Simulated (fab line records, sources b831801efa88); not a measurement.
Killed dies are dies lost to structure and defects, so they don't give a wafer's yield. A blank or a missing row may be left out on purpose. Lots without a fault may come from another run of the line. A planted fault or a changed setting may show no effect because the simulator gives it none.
fab line records | flow sky130
record lots=6 wafers=18 last_day=50
route steps=708 shown VIA2@523 METAL3@532 CAPM@537 PAD_OPEN@708
lots that met no fault: from a run of the same line without faults
start_h: hours from the record's first day to the start of the lot's first wafer shown | wait_h: hours since the lot's step before | " the same as in the row above | L1.1+2: a row that stands for several wafers | - no value, or no start given | * or withheld: withheld | < > ~ a bound
route shown NAME@n: a module of which the file shows steps, and the number in the route of the first | usual: mean/standard deviation of fault-free wafers | same: alike in all rows | chamber/n: place in a boat | sites: the reading at each site | _std_site: their standard deviation | _edge_site: outer sites' mean less inner sites' | radius_mm: how far each site lies from the wafer's centre | mask NAME#n: copy n | behind: the tool/chamber that last shaped the wafer | hold: why the lot was held/for how many hours/how that ended | device: the transistor (n, p or np) that didn't switch | end of line: the same wafers' tests at the end of the route | a step without rows: its recipe alone | killed: dies lost to structure and defects at the first sort, not the wafer's yield | map: a wafer's dies, x killed, . not, _ none there
set.NAME: the setting as run; set.NAME@STEP: as run at that earlier step | model.NAME: the simulator's own value behind a step, which no gauge read
lots at some steps of the route; a table a step, a row a wafer
services: from which hour (start_h, from the record's first day; less than 0 if before it) a tool's chamber was out of use, for how many hours, and why
## steps
# step SKY_VIA2_STRIP_16
# recipe chemistry=O2/N2 power_w=1400 pressure_mtorr=1500 platen_temp_c=withheld o2_flow_sccm=3000 n2_flow_sccm=300 overash_fraction=0.5
# usual drypump_motor_current_A=5.7/0.5 oes_product_au=0.399/0.0049 strip_time_to_endpoint_s=4.049/0.024
# columns lot.wafer tool chamber start_h wait_h drypump_motor_current_A oes_product_au rf_hours_counter_h strip_time_to_endpoint_s
L583.1 plasma_asher-01 0 880.40 0.0 6.3 0.402 9 4.060
L583.2 " 1 " " 6.1 0.401 9 4.097
L583.3 " 0 " " 6.3 0.397 - 4.037
L584.1 plasma_asher-04 1 902.54 0.0 5.8 0.402 49 4.054
L584.3 " 1 " " 5.8 0.392 - 4.082
L584.6 " 1 " " 5.8 0.405 - 4.072
L589.1 plasma_asher-04 1 927.09 0.0 5.8 0.397 52 4.098
L589.3 " 1 " " 5.8 0.397 - 4.037
L589.5 " 1 " " 5.8 0.404 - 4.041
L590.2 plasma_asher-01 0 931.19 0.0 6.3 0.399 14 4.044
L590.3 " 0 " " 6.3 0.390 - 4.046
L590.4 " 1 " " 6.1 0.402 - 4.056
L598.1 plasma_asher-01 0 986.45 0.0 6.3 0.405 19 4.037
L598.3 " 1 " " 6.1 0.395 - 4.035
L598.4 " 0 " " 6.3 0.396 - 4.075
L602.1 plasma_asher-01 0 1007.84 0.0 6.3 0.398 21 4.025
L602.3 " 1 " " 6.1 0.395 - 4.032
L602.6 " 1 " " 6.1 0.394 - 4.035
# step SKY_VIA2_STRIP_17
# recipe chemistry=post_etch_residue_remover time_s=1200 temp_c=72.5
# step SKY_VIA2_CLEAN_18
# recipe chemistry=IPA time_s=180 temp_c=25
# step SKY_VIA2_CLEAN_19
# recipe chemistry=O3/DIW dry=n2_spin
# step SKY_VIA2_SPUTTER_20
# recipe material=TiN target_thk_nm=20 chamber_pressure_pa=5 power_w=4000 time_s=80
# step SKY_VIA2_CVD_21
# recipe material=W target_thk_nm=420 time_s=126.4 temp_c=400 pressure_torr=40
# usual heater_power_outer_w=583/65 heater_power_w=925/54
# same time_s=126.4
# columns lot.wafer tool chamber start_h wait_h heater_power_outer_w heater_power_w
L583.1 cvd_w-02 0 881.13 0.0 529 882
L583.2 " 1 " " 601 956
L583.3 " 1 " " 606 945
L584.1 cvd_w-01 1 903.24 0.0 698 1014
L584.3 " 0 " " 551 910
L584.6 " 0 " " 542 922
L589.1 cvd_w-01 0 927.75 0.0 511 808
L589.3 " 1 " " 676 972
L589.5 " 0 " " 516 849
L590.2 cvd_w-02 1 931.90 0.1 610 933
L590.3 " 1 " " 606 953
L590.4 " 1 " " 601 943
L598.1 cvd_w-01 0 987.44 0.0 507 821
L598.3 " 0 " " 519 851
L598.4 " 1 " " 661 983
L602.1 cvd_w-01 1 1008.62 0.0 675 991
L602.3 " 1 " " 675 978
L602.6 " 0 " " 522 839
# step SKY_VIA2_RS_MEAS_22
# recipe thk_meas_gauge=four-point-probe reads=W_of_VIA2_CVD_21+TiN_of_VIA2_SPUTTER_20
# usual VIA2_W_RS=0.272/0.0041
# columns lot.wafer tool chamber start_h wait_h VIA2_W_RS[ohm/sq]
L583.1 film_metro-01 - 881.26 0.1 0.269
L583.2 " - " " 0.273
L583.3 " - " " 0.272
L584.1 film_metro-01 - 903.37 0.1 0.272
L584.3 " - " " 0.265
L584.6 " - " " 0.265
L589.1 film_metro-01 - 927.88 0.1 0.267
L589.3 " - " " 0.274
L589.5 " - " " 0.262
L590.2 film_metro-02 - 932.13 0.2 0.273
L590.3 " - " " 0.269
L590.4 " - " " 0.272
L598.1 film_metro-02 - 987.57 0.1 0.266
L598.3 " - " " 0.267
L598.4 " - " " 0.274
L602.1 film_metro-02 - 1008.75 0.1 0.280
L602.3 " - " " 0.273
L602.6 " - " " 0.269
# step SKY_VIA2_THK_MEAS_23
# recipe thk_meas_gauge=xrf reads=W_of_VIA2_CVD_21
# usual VIA2_W_THK=426/11
# columns lot.wafer tool chamber start_h wait_h VIA2_W_THK[nm]
L583.1 film_metro-01 - 881.38 0.1 418
L583.2 " - " " 413
L583.3 " - " " 416
L584.1 film_metro-01 - 903.49 0.1 413
L584.3 " - " " 429
L584.6 " - " " 427
L589.1 film_metro-01 - 928.00 0.1 425
L589.3 " - " " 413
L589.5 " - " " 437
L590.2 film_metro-02 - 932.24 0.1 431
L590.3 " - " " 437
L590.4 " - " " 432
L598.1 film_metro-02 - 987.69 0.1 448
L598.3 " - " " 451
L598.4 " - " " 437
L602.1 film_metro-02 - 1008.87 0.1 424
L602.3 " - " " 428
L602.6 " - " " 438
# step SKY_VIA2_CMP_24
# recipe stop_on=SiO2 t_overpolish_s=20 down_force_psi=3.5 platen_rpm=60 target_thk_nm=0 pad_velocity_m_s=0.94248
# usual edge_zone_pressure_frac=1.000/0.0048 motor_current_A=11.4/0.9 overpolish_run_s=19.999/0.0087 time_to_endpoint_s=101.1/2.9
# columns lot.wafer tool chamber start_h wait_h edge_zone_pressure_frac motor_current_A overpolish_run_s time_to_endpoint_s
L583.2 cmp-02 1 881.44 0.0 1.007 11.4 19.997 107.4
L583.3 " 2 " " 1.007 12.4 20.000 101.8
L583.1 " 3 " " 1.003 13.1 20.006 104.9
L584.3 cmp-01 1 903.60 0.1 1.005 11.2 19.993 102.3
L584.1 " 3 " " 0.994 11.2 20.014 99.6
L584.6 " 0 " " 0.994 10.8 20.007 102.3
L589.3 cmp-01 2 928.06 0.0 1.006 11.5 19.985 97.9
L589.1 " 0 " " 1.000 11.4 19.987 103.1
L589.5 " 2 " " 0.994 11.4 19.987 103.5
L590.2 cmp-02 2 932.29 0.0 1.001 12.7 19.996 104.5
L590.4 " 3 " " 0.997 12.8 19.997 105.1
L590.3 " 0 " " 0.995 10.2 20.000 106.4
L598.3 cmp-02 0 987.80 0.1 1.004 10.6 20.017 101.9
L598.4 " 1 " " 0.997 10.7 19.997 99.3
L598.1 " 2 " " 0.998 12.4 20.004 102.5
L602.3 cmp-01 3 1008.98 0.1 0.999 11.2 20.001 103.0
L602.1 " 1 " " 1.001 10.5 19.996 98.4
L602.6 " 2 " " 1.002 12.1 19.995 103.5
# step SKY_METAL3_SPUTTER_00
# recipe material=Ti target_thk_nm=15 power_w=3000 time_s=10 chamber_pressure_pa=0.4
# step SKY_METAL3_SPUTTER_01
# recipe material=TiN target_thk_nm=20 power_w=6500 time_s=16.7 chamber_pressure_pa=0.4
# step SKY_METAL3_SPUTTER_02
# recipe material=AlCu target_thk_nm=735 power_w=10600 time_s=39.1 chamber_pressure_pa=0.4
# usual throttle_valve_pct=29.7/1.1
# same time_s=39.1
# columns lot.wafer tool chamber start_h wait_h throttle_valve_pct
L583.1 pvd_sputter-01 - 881.79 0.0 29.7
L583.2 " - " " 31.6
L583.3 " - " " 28.8
L584.1 pvd_sputter-03 - 903.89 0.0 30.1
L584.3 " - " " 27.6
L584.6 " - " " 29.7
L589.1 pvd_sputter-03 - 928.41 0.0 30.0
L589.3 " - " " 27.8
L589.5 " - " " 30.1
L590.2 pvd_sputter-03 - 932.64 0.0 29.9
L590.3 " - " " 29.6
L590.4 " - " " 29.9
L598.1 pvd_sputter-02 - 988.10 0.0 29.9
L598.3 " - " " 28.6
L598.4 " - " " 31.1
L602.1 pvd_sputter-01 - 1009.27 0.0 28.9
L602.3 " - " " 30.2
L602.6 " - " " 31.4
# step SKY_METAL3_SPUTTER_03
# recipe material=Ti target_thk_nm=5 power_w=2889 time_s=3.3 chamber_pressure_pa=0.4
# usual throttle_valve_pct=29.7/1.1
# same time_s=3.3
# columns lot.wafer tool chamber start_h wait_h throttle_valve_pct
L583.1 pvd_sputter-01 - 881.82 0.0 30.0
L583.2 " - " " 31.6
L583.3 " - " " 28.4
L584.1 pvd_sputter-03 - 903.93 0.0 29.8
L584.3 " - " " 27.5
L584.6 " - " " 29.9
L589.1 pvd_sputter-03 - 928.45 0.0 30.1
L589.3 " - " " 27.8
L589.5 " - " " 30.2
L590.2 pvd_sputter-03 - 932.68 0.0 30.0
L590.3 " - " " 30.0
L590.4 " - " " 29.8
L598.1 pvd_sputter-02 - 988.14 0.0 29.9
L598.3 " - " " 28.9
L598.4 " - " " 31.3
L602.1 pvd_sputter-01 - 1009.31 0.0 28.7
L602.3 " - " " 29.8
L602.6 " - " " 31.6
# step SKY_METAL3_SPUTTER_04
# recipe material=TiN target_thk_nm=70 power_w=6500 time_s=58.3 chamber_pressure_pa=0.4
# usual throttle_valve_pct=29.7/1.1
# same time_s=58.3
# columns lot.wafer tool chamber start_h wait_h throttle_valve_pct
L583.1 pvd_sputter-01 - 881.84 0.0 29.6
L583.2 " - " " 31.6
L583.3 " - " " 28.4
L584.1 pvd_sputter-03 - 903.95 0.0 30.1
L584.3 " - " " 27.5
L584.6 " - " " 30.0
L589.1 pvd_sputter-03 - 928.47 0.0 30.4
L589.3 " - " " 27.5
L589.5 " - " " 30.4
L590.2 pvd_sputter-03 - 932.70 0.0 30.3
L590.3 " - " " 30.0
L590.4 " - " " 29.9
L598.1 pvd_sputter-02 - 988.16 0.0 30.2
L598.3 " - " " 28.8
L598.4 " - " " 31.0
L602.1 pvd_sputter-01 - 1009.33 0.0 28.7
L602.3 " - " " 30.0
L602.6 " - " " 31.5
# step SKY_CAPM_CVD_00
# recipe material=SiO2 target_thk_nm=15.5 temp_c=400 time_s=withheld rf_w=450
# step SKY_CAPM_THK_MEAS_01
# recipe reads=SiO2_of_CAPM_CVD_00
# usual CAPM_CVD_00_THK=15.50/0.23
# columns lot.wafer tool chamber start_h wait_h CAPM_CVD_00_THK[nm]
L583.1 film_metro-04 - 881.92 - 15.08
L583.2 " - " " 15.39
L583.3 " - " " 15.36
L584.1 film_metro-03 - 904.02 - 15.51
L584.3 " - " " 15.34
L584.6 " - " " 15.66
L589.1 film_metro-03 - 928.54 - 15.44
L589.3 " - " " 15.26
L589.5 " - " " 15.75
L590.2 film_metro-01 - 932.78 - 15.16
L590.3 " - " " 15.09
L590.4 " - " " 15.42
L598.1 film_metro-01 - 988.23 - 15.23
L598.3 " - " " 15.61
L598.4 " - " " 15.78
L602.1 film_metro-04 - 1009.40 - 15.48
L602.3 " - " " 15.30
L602.6 " - " " 15.76
# step SKY_CAPM_SPUTTER_02
# recipe material=TiN target_thk_nm=200 temp_c=300 power_w=6500 time_s=166.7 chamber_pressure_pa=0.4
# step SKY_CAPM_RS_MEAS_03
# recipe thk_meas_gauge=four-point-probe reads=TiN_of_CAPM_SPUTTER_02
# usual CAPM_TIN_RS=6.89/0.062
# columns lot.wafer tool chamber start_h wait_h CAPM_TIN_RS[ohm/sq]
L583.1 film_metro-01 - 882.09 0.1 6.88
L583.2 " - " " 6.93
L583.3 " - " " 6.95
L584.1 film_metro-01 - 904.19 0.1 6.84
L584.3 " - " " 6.89
L584.6 " - " " 6.81
L589.1 film_metro-01 - 928.71 0.1 6.90
L589.3 " - " " 6.99
L589.5 " - " " 7.01
L590.2 film_metro-04 - 932.96 0.1 6.90
L590.3 " - " " 6.82
L590.4 " - " " 6.89
L598.1 film_metro-04 - 988.40 0.1 6.94
L598.3 " - " " 6.94
L598.4 " - " " 6.95
L602.1 film_metro-01 - 1009.57 0.1 6.85
L602.3 " - " " 6.90
L602.6 " - " " 6.88
# step SKY_CAPM_THK_MEAS_04
# recipe thk_meas_gauge=xrf reads=TiN_of_CAPM_SPUTTER_02
# usual CAPM_TIN_THK=204.0/2.1
# columns lot.wafer tool chamber start_h wait_h CAPM_TIN_THK[nm]
L583.1 film_metro-01 - 882.21 0.1 203.9
L583.2 " - " " 202.7
L583.3 " - " " 202.5
L584.1 film_metro-01 - 904.31 0.1 206.7
L584.3 " - " " 205.6
L584.6 " - " " 207.5
L589.1 film_metro-01 - 928.83 0.1 203.8
L589.3 " - " " 201.3
L589.5 " - " " 200.8
L590.2 film_metro-04 - 933.07 0.1 203.1
L590.3 " - " " 206.0
L590.4 " - " " 203.9
L598.1 film_metro-04 - 988.52 0.1 202.2
L598.3 " - " " 203.0
L598.4 " - " " 201.6
L602.1 film_metro-01 - 1009.69 0.1 205.7
L602.3 " - " " 204.8
L602.6 " - " " 204.1
# step SKY_CAPM_DEHYDRATE_05
# recipe temp_c=200 time_s=60
# step SKY_CAPM_HMDS_06
# recipe prime_time_s=60 prime_temp_c=120
# step SKY_CAPM_COAT_07
# recipe resist=NOVOLAK spin_rpm=3000 resist_thk_nm=1140
# step SKY_CAPM_SOFTBAKE_08
# recipe temp_c=90 time_s=60 resist=NOVOLAK
# step SKY_CAPM_EXPOSE_09
# recipe mask_id=CAPM na=0.6 source_shape=conventional sigma_outer=0.6 polarization=unpolarized target_cd_nm=1000 dose_mj=159
# step SKY_CAPM_PEB_10
# recipe temp_c=withheld time_s=* resist=NOVOLAK
# step SKY_CAPM_DEVELOP_11
# recipe resist=NOVOLAK developer=TMAH develop_time_s=60 dev_temp_c=23
# step SKY_CAPM_OVL_MEAS_12
# usual CAPM_OVL=-0.5/1.4
# columns lot.wafer tool chamber start_h wait_h CAPM_OVL[nm]
L583.1 overlay-01 - 907.22 0.1 0.8
L583.2 " - " " 0.4
L583.3 " - " " 0.9
L584.1 overlay-01 - 928.87 0.1 -0.3
L584.3 " - " " -1.0
L584.6 " - " " -0.7
L589.1 overlay-01 - 952.78 0.1 2.0
L589.3 " - " " -0.7
L589.5 " - " " -0.3
L590.2 overlay-02 - 957.02 0.1 -1.1
L590.3 " - " " -0.9
L590.4 " - " " -1.9
L598.1 overlay-02 - 1011.87 0.1 -0.9
L598.3 " - " " -1.8
L598.4 " - " " -0.1
L602.1 overlay-02 - 1032.62 0.1 -0.3
L602.3 " - " " 0.0
L602.6 " - " " -1.2
# step SKY_CAPM_METAL_ETCH_13
# recipe target_depth_nm=220 stop_on=SiO2 chemistry=Cl2/BCl3 target=TiN pressure_mtorr=10 icp_w=900 bias_w=48.5 Cl2_flow_sccm=60 bcl3_flow_sccm=30 time_s=62.9
# step SKY_CAPM_STRIP_14
# recipe chemistry=O2/N2 power_w=1400 pressure_mtorr=1500 platen_temp_c=withheld o2_flow_sccm=3000 n2_flow_sccm=300 overash_fraction=0.5
# step SKY_CAPM_STRIP_15
# recipe chemistry=post_etch_residue_remover time_s=1200 temp_c=72.5
# step SKY_CAPM_CLEAN_16
# recipe chemistry=IPA time_s=180 temp_c=25
# step SKY_CAPM_CLEAN_17
# recipe chemistry=O3/DIW dry=n2_spin
# step SKY_METAL3_DEHYDRATE_05
# recipe temp_c=200 time_s=60
# step SKY_METAL3_HMDS_06
# recipe prime_time_s=60 prime_temp_c=120
# step SKY_METAL3_COAT_07
# recipe resist=BARC temp_c=withheld time_s=withheld spin_rpm=3000 resist_thk_nm=59.21
# step SKY_METAL3_COAT_08
# recipe resist=KrF-thick spin_rpm=3000 resist_thk_nm=1140
# step SKY_METAL3_SOFTBAKE_09
# recipe temp_c=100 time_s=90 resist=KrF-thick
# step SKY_METAL3_EXPOSE_10
# recipe mask_id=MM3 na=0.68 source_shape=annular sigma_inner=0.4 sigma_outer=0.8 target_cd_nm=300 dose_mj=28
# step SKY_METAL3_PEB_11
# recipe peb_temp_c=withheld peb_time_s=withheld resist=KrF-thick
# step SKY_METAL3_DEVELOP_12
# recipe develop_time_s=60 resist=KrF-thick dev_temp_c=21
# step SKY_METAL3_CD_MEAS_13
# recipe target_cd_nm=300
# usual cd_nm=299.5/1.7
# columns lot.wafer tool chamber start_h wait_h cd_nm
L583.1 cd_sem-02 - 933.48 - 298.8
L583.2 " - " " 299.1
L583.3 " - " " 299.3
L584.1 cd_sem-02 - 953.78 - 302.2
L584.3 " - " " 301.5
L584.6 " - " " 301.6
L589.1 cd_sem-01 - 977.68 - 297.1
L589.3 " - " " 297.2
L589.5 " - " " 297.4
L590.2 cd_sem-01 - 981.74 - 300.9
L590.3 " - " " 302.0
L590.4 " - " " 301.4
L598.1 cd_sem-02 - 1035.58 - 298.7
L598.3 " - " " 299.7
L598.4 " - " " 300.2
L602.1 cd_sem-01 - 1055.03 - 299.9
L602.3 " - " " 302.4
L602.6 " - " " 301.0
# step SKY_METAL3_OVL_MEAS_14
# usual METAL3_OVL=2/5.2
# columns lot.wafer tool chamber start_h wait_h METAL3_OVL[nm]
L583.1 overlay-01 - 933.60 0.1 5
L583.2 " - " " 6
L583.3 " - " " 1
L584.1 overlay-01 - 953.90 0.1 9
L584.3 " - " " 7
L584.6 " - " " 7
L589.1 overlay-02 - 977.80 0.1 5
L589.3 " - " " 2
L589.5 " - " " 2
L590.2 overlay-02 - 981.84 0.1 -5
L590.3 " - " " -15
L590.4 " - " " -7
L598.1 overlay-01 - 1035.70 0.1 2
L598.3 " - " " 6
L598.4 " - " " -4
L602.1 overlay-01 - 1055.15 0.1 12
L602.3 " - " " 12
L602.6 " - " " 9
# step SKY_PAD_OPEN_PROBE_99
# usual killed_at_M0_to_M3=42/7.2 killed_at_M4_up=3.2/1.8 killed_at_contacts=24/5.4 killed_at_front_end=15/4 killed_at_other=0.3/0.59 killed_dies=84/9 killed_on_rim=17/3.3 killed_open=46/7.1 killed_short=38/6
# same gross_dies=492 killed_at_back_side=0
# columns lot.wafer tool chamber start_h wait_h killed_at_M0_to_M3 killed_at_M4_up killed_at_contacts killed_at_front_end killed_at_other killed_dies killed_on_rim killed_open killed_short model.etest.tester.sort_n_pass model.etest.tip_n.rs_ohm_sq model.etest.tester.sort_yield_pct model.etest.tester.sort_bin_5_pct model.etest.tester.sort_bin_3_pct model.etest.nfet_01v8_swapped.vt_sat_v model.etest.nfet_01v8_turned.vt_sat_v
L583.1 prober-02 - 1108.44 0.1 36 2 21 19 0 78 10 35 43 414 445.6 84.15 9.756 1.423 0.6408 0.633
L583.2 prober-02 - 1108.49 0.1 48 6 24 8 0 86 16 42 44 406 442.9 82.52 10.37 1.423 0.6487 0.6491
L583.3 prober-02 - 1108.54 0.2 47 2 14 13 0 76 19 38 38 416 441.6 84.55 10.16 0 0.6464 0.6426
L584.1 prober-01 - 1126.78 0.1 44 2 24 18 1 89 20 46 42 403 442.6 81.91 11.38 0.4065 0.6441 0.6375
L584.3 prober-01 - 1126.88 0.2 40 2 31 20 1 94 18 49 45 398 444.4 80.89 10.77 0.813 0.6475 0.6424
L584.6 prober-01 - 1127.03 0.2 52 2 18 10 0 82 16 43 39 410 437.7 83.33 8.74 1.016 0.6508 0.6481
L589.1 prober-02 - 1137.92 0.1 71 1 27 8 1 108 26 41 42 384 443.3 78.05 13.41 2.846 0.6545 0.6542
L589.3 prober-02 - 1138.02 0.2 78 4 24 13 1 120 26 40 31 372 446.7 75.61 14.43 3.252 0.6638 0.6617
L589.5 prober-02 - 1138.12 0.2 64 4 15 10 0 93 18 41 32 399 444.8 81.1 11.59 2.033 0.6588 0.6551
L590.2 prober-01 - 1145.98 0.1 52 2 13 11 1 79 23 30 26 - 392.1 - - - 0.6442 0.6432
L590.3 prober-01 - 1146.03 0.2 79 1 21 14 0 115 28 39 31 - 393.3 - - - 0.6416 0.6402
L590.4 prober-01 - 1146.08 0.2 69 1 20 16 1 107 22 42 36 - 392.9 - - - 0.6548 0.6483
L598.1 prober-01 - 1180.40 0.1 44 2 26 16 0 88 19 47 41 404 441.6 82.11 10.98 0.2033 0.6508 0.646
L598.3 prober-01 - 1180.50 0.2 34 1 22 16 0 73 16 42 31 419 438.7 85.16 7.724 1.22 0.6431 0.6377
L598.4 prober-01 - 1180.55 0.2 37 2 21 19 0 79 17 41 38 413 442.7 83.94 9.553 1.423 0.6419 0.6487
L602.1 prober-01 - 1197.27 0.1 44 5 17 17 0 83 16 44 39 409 445.5 83.13 8.13 1.22 0.6447 0.6453
L602.3 prober-01 - 1197.37 0.2 42 2 38 18 0 100 19 49 50 392 445.6 79.67 12.4 0.813 0.6378 0.643
L602.6 prober-01 - 1197.52 0.2 43 3 33 15 0 94 14 52 42 398 447.9 80.89 11.79 1.016 0.6457 0.6377
# killed by level:class
L583.1 CONTACT:geometric_particle:open=8 VIA3:geometric_particle:open=8 CONTACT:geometric_particle:short=7 FIELD_ISO:geometric_particle:open=6 METAL2:geometric_particle:short=6 METAL3:geometric_particle:short=5 VIA1:geometric_particle:open=5 FIELD_ISO:geometric_particle:short=4
L583.2 CONTACT:geometric_particle:open=8 METAL1:geometric_particle:short=8 VIA1:geometric_particle:open=8 METAL2:geometric_particle:short=8 VIA3:geometric_particle:open=6 CONTACT:geometric_particle:short=6 LI_CONTACT:geometric_particle:open=6 VIA2:geometric_particle:open=6
L583.3 VIA1:geometric_particle:open=14 METAL1:geometric_particle:short=6 METAL2:geometric_particle:short=6 LOCAL_INTERCONNECT:geometric_particle:short=5 FIELD_ISO:geometric_particle:open=4 VIA3:geometric_particle:open=4 CONTACT:geometric_particle:open=4 VIA1:geometric_particle:short=4
L584.1 CONTACT:geometric_particle:open=10 FIELD_ISO:geometric_particle:open=6 VIA1:geometric_particle:open=6 VIA3:geometric_particle:open=6 FIELD_ISO:geometric_particle:short=5 METAL1:geometric_particle:short=5 VIA1:geometric_particle:short=5 METAL3:geometric_particle:short=5
L584.3 CONTACT:geometric_particle:open=12 VIA3:geometric_particle:open=9 FIELD_ISO:geometric_particle:short=7 VIA1:geometric_particle:open=7 CONTACT:geometric_particle:short=6 VIA1:geometric_particle:short=6 LI_CONTACT:geometric_particle:short=5 LI_CONTACT:geometric_particle:open=5
L584.6 VIA1:geometric_particle:short=13 VIA1:geometric_particle:open=12 VIA3:geometric_particle:open=7 CONTACT:geometric_particle:open=6 FIELD_ISO:geometric_particle:open=5 LI_CONTACT:geometric_particle:open=5 CONTACT:geometric_particle:short=4 METAL1:geometric_particle:short=4
L589.1 METAL3:unspecified=24 LI_CONTACT:geometric_particle:open=8 CONTACT:geometric_particle:open=8 METAL1:geometric_particle:short=8 VIA3:geometric_particle:open=8 VIA1:geometric_particle:open=7 VIA2:geometric_particle:open=6 METAL2:geometric_particle:short=5
L589.3 METAL3:unspecified=49 VIA2:geometric_particle:open=9 VIA1:geometric_particle:open=8 CONTACT:geometric_particle:short=7 LOCAL_INTERCONNECT:geometric_particle:short=6 CONTACT:geometric_particle:open=5 LI_CONTACT:geometric_particle:open=4 POLY_GATE:geometric_particle:open=3
L589.5 METAL3:unspecified=20 VIA1:geometric_particle:open=12 VIA2:geometric_particle:open=7 VIA3:geometric_particle:short=7 CONTACT:geometric_particle:open=6 VIA3:geometric_particle:open=4 LOCAL_INTERCONNECT:geometric_particle:short=4 METAL1:geometric_particle:short=4
L590.2 METAL3:unspecified=23 METAL1:geometric_particle:short=7 CONTACT:geometric_particle:open=6 VIA2:geometric_particle:open=5 VIA1:geometric_particle:open=5 VIA3:geometric_particle:open=5 FIELD_ISO:geometric_particle:short=3 POLY_GATE:geometric_particle:short=3
L590.3 METAL3:unspecified=45 VIA1:geometric_particle:open=12 CONTACT:geometric_particle:open=7 FIELD_ISO:geometric_particle:open=6 FIELD_ISO:geometric_particle:short=4 LOCAL_INTERCONNECT:geometric_particle:short=4 LI_CONTACT:geometric_particle:open=4 METAL1:geometric_particle:short=4
L590.4 METAL3:unspecified=29 VIA1:geometric_particle:open=13 CONTACT:geometric_particle:open=11 FIELD_ISO:geometric_particle:short=7 VIA1:geometric_particle:short=5 POLY_GATE:geometric_particle:short=4 VIA2:geometric_particle:short=4 VIA2:geometric_particle:open=4
L598.1 VIA1:geometric_particle:open=10 FIELD_ISO:geometric_particle:short=8 LI_CONTACT:geometric_particle:open=8 CONTACT:geometric_particle:open=8 METAL1:geometric_particle:short=6 VIA2:geometric_particle:open=6 LOCAL_INTERCONNECT:geometric_particle:short=5 VIA3:geometric_particle:open=5
L598.3 VIA1:geometric_particle:open=9 CONTACT:geometric_particle:open=8 LI_CONTACT:geometric_particle:open=6 POLY_GATE:geometric_particle:short=5 VIA3:geometric_particle:open=5 POLY_GATE:geometric_particle:open=4 LOCAL_INTERCONNECT:geometric_particle:short=4 METAL1:geometric_particle:short=4
L598.4 METAL1:geometric_particle:short=10 VIA1:geometric_particle:open=7 VIA2:geometric_particle:open=6 FIELD_ISO:geometric_particle:short=5 LI_CONTACT:geometric_particle:open=5 LOCAL_INTERCONNECT:geometric_particle:short=5 CONTACT:geometric_particle:open=5 POLY_GATE:geometric_particle:open=4
L602.1 VIA1:geometric_particle:open=10 VIA3:geometric_particle:open=9 METAL2:geometric_particle:short=7 FIELD_ISO:geometric_particle:open=6 CONTACT:geometric_particle:short=6 FIELD_ISO:geometric_particle:short=5 VIA2:geometric_particle:open=5 LI_CONTACT:geometric_particle:open=5
L602.3 CONTACT:geometric_particle:open=15 VIA1:geometric_particle:open=9 VIA1:geometric_particle:short=7 LI_CONTACT:geometric_particle:short=7 LI_CONTACT:geometric_particle:open=7 METAL2:geometric_particle:short=6 LOCAL_INTERCONNECT:geometric_particle:short=6 VIA2:geometric_particle:open=6
L602.6 LI_CONTACT:geometric_particle:open=10 CONTACT:geometric_particle:open=9 METAL2:geometric_particle:short=8 FIELD_ISO:geometric_particle:open=6 LOCAL_INTERCONNECT:geometric_particle:short=6 VIA1:geometric_particle:open=6 VIA3:geometric_particle:open=6 VIA2:geometric_particle:open=5
# map L589.3 (x killed, . not)
__________.x....x..._________
________x........x...._______
______x...x..x...x.x...._____
_____...............x..x.____
____..x.........x.........___
___x...x........x.x........__
__xxxxxx...xx.....x.x.....x._
_xxxxxxx........x..x....x....
_xxxxxxxx.x...x.x............
_xxxxxxx.........x.....x.....
_xxxxxxx.xx.x....x......x....
_xxxxx.x..x..x...........x...
_xxxxxx.........x..xx.xxx....
_...x..............xxx.......
_...x...x..........x.......x.
__.x..............x....xx.x._
___.......xx.............xx__
____......x.x..x...x......___
_____.x..............xx..____
______.........x.....xx._____
________.............._______
__________.....x.x.._________
# map L590.3 (x killed, . not)
__________x.x......._________
________.............._______
______..x.......xx.x...._____
_____........x..x.....xxx____
____.x........x........x..___
___.x...x...............xx.__
__.......x............xx.x.._
_...................x.....x..
_.......xx..................x
_.........x..x.x.x.......x.xx
_........x...x...xx...xxxxx..
_.........x.x....x.....xxxxxx
_.........x.........x.xxxxxxx
_...x....x........x...xxxxxxx
_.....x..xx...x.......xxxxxxx
__....................xxxxxx_
___x....x..x..........xxxxx__
____x.x....x.x........x.x.___
_____.x..............xx..____
______......x.......x..x_____
________x....xxx......_______
__________...xxx...._________
## services
# columns tool chamber start_h hours kind
cvd_w-02 - 863.23 2.8 pm
cmp-01 - 866.12 0.4 repair
cmp-02 - 875.91 3.8 pm
pvd_sputter-02 - 891.42 2.8 repair
cvd_w-01 - 904.00 14.0 pm
cvd_w-01 0 904.00 14.0 vent_cycle
cvd_w-01 1 904.00 14.0 vent_cycle
cmp-01 - 912.00 4.0 pm
cmp-01 - 916.00 - consumable_replace:conditioner
cvd_w-01 0 918.00 - clean
cvd_w-01 1 918.00 - clean
cvd_w-02 0 930.37 3.1 repair
cmp-01 - 933.14 1.4 repair
cmp-01 - 937.93 0.3 repair
pvd_sputter-03 - 939.44 8.1 repair
cmp-01 - 960.85 6.0 pm
plasma_asher-01 - 962.56 0.5 repair
plasma_asher-04 - 964.23 2.4 repair
pvd_sputter-02 - 975.52 0.5 repair
cvd_w-02 - 978.84 4.3 pm
pvd_sputter-01 - 986.81 5.0 repair
pvd_sputter-01 - 994.27 3.0 repair
pvd_sputter-01 - 1001.47 4.3 repair
cvd_w-02 - 1005.61 28.1 pm
## key
first_sign step=SKY_PAD_OPEN_PROBE_99 reading=killed_at_M0_to_M3 direction=up sigmas=3.7 usual=42 struck=69
effect step=SKY_PAD_OPEN_PROBE_99 reading=killed_dies direction=up sigmas=2.2 usual=84 struck=104
model_effect step=SKY_PAD_OPEN_PROBE_99 value=etest.tester.sort_n_pass without=413.3 struck=385
met_at SKY_METAL3_SPUTTER_03
struck_wafers L589.1,L589.3,L589.5,L590.2,L590.3,L590.4
tester_left_out L590
onset_between 903.93 928.45
also_fits SKY_METAL3_SPUTTER_02:pvd_sputter-03,SKY_METAL3_SPUTTER_04:pvd_sputter-03
earlier_fault kind=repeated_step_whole tool=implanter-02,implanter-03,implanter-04 chamber=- onset_h=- steps=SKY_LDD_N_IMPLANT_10 times=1 scope=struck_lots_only
fault kind=chamber_particle_source tool=pvd_sputter-03 chamber=- onset_h=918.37 steps=SKY_METAL3_SPUTTER_03 rate_per_visit_cm2=1.3685
# tester_left_out: of these lots the tester's yield and bins aren't shown, on N5 and GAA mostly nor the transistor test; their killed dies are dies lost to structure and defects alone, not to doping, threshold or leakage, so they don't give the yield
